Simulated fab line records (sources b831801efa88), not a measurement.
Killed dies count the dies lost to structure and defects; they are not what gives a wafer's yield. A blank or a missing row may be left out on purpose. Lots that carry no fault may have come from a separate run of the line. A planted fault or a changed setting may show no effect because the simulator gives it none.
Which tool is to blame? ; flow sky130 ; 6 lots with 18 wafers sampled at 3 steps, on a route of 708 steps

WHAT THE GAUGES SHOWED, per wafer
SKY_METAL3_CD_MEAS_13: the cd target is 300 nm.
lot;measured;on;cd_nm (nm)
L245;day 38 21:11;cd_sem-02;300.0 302.3 301.0
L247;day 39 07:15;cd_sem-02;300.6 299.9 299.7
L251;day 40 14:01;cd_sem-02;301.2 299.9 300.8
L253;day 41 00:19;cd_sem-02;295.7 298.4 298.8
L261;day 43 15:23;cd_sem-01;300.4 299.0 299.8
L264;day 44 00:22;cd_sem-02;300.3 301.3 299.2

TOOL THAT RAN EACH LOT (tool first, then ch and the chambers of the sampled wafers, then the start)
lot;SKY_CAPM_METAL_ETCH_13;SKY_CAPM_STRIP_14
L245;rie_metal-03 ch 0,1, day 37 18:43;plasma_asher-04 ch 0,1, day 37 18:47
L247;rie_metal-03 ch 0,1, day 38 05:25;plasma_asher-01 ch 0,1, day 38 05:31
L251;rie_metal-01 ch 1, day 39 12:12;plasma_asher-04 ch 0, day 39 12:21
L253;rie_metal-03 ch 0,1, day 40 00:14;plasma_asher-01 ch 0,1, day 40 00:19
L261;rie_metal-03 ch 1, day 42 16:15;plasma_asher-02 ch 0,1, day 42 16:20
L264;rie_metal-02 ch 0,1, day 43 01:09;plasma_asher-01 ch 0,1, day 43 01:14
- SKY_CAPM_METAL_ETCH_13: etches TiN in Cl2/BCl3, stops on SiO2, target depth 220 nm, time 62.9 s.
- SKY_CAPM_STRIP_14: strips in O2/N2.

THE ANSWER, worked out from the rows above alone
Rule: usual is defined by the lots themselves. Put in order of their means at a reading, lots are off if they are a third of the lots or fewer, leave a main group of 4 or more, and stand apart from it by a gap of 3 or more times the standard deviation of the main group's means; of several such gaps the widest counts. Not used: any main group whose means are identical at the precision the tables above print for the reading. Also off: a lot with no number at a reading for which 4 or more lots have one. The other lots that the step has rows for count as sound.
Off, at SKY_METAL3_CD_MEAS_13 on cd_nm: L253. The main group: mean 300.4 nm, standard deviation 0.47.
A tool fits if, at a process step before that reading, it ran every lot that is off, and no sound lot after the first of them. The gauges at SKY_METAL3_CD_MEAS_13 are tried like those tools. No candidate that was tried fits.

WHAT THE SIMULATOR PUT IN
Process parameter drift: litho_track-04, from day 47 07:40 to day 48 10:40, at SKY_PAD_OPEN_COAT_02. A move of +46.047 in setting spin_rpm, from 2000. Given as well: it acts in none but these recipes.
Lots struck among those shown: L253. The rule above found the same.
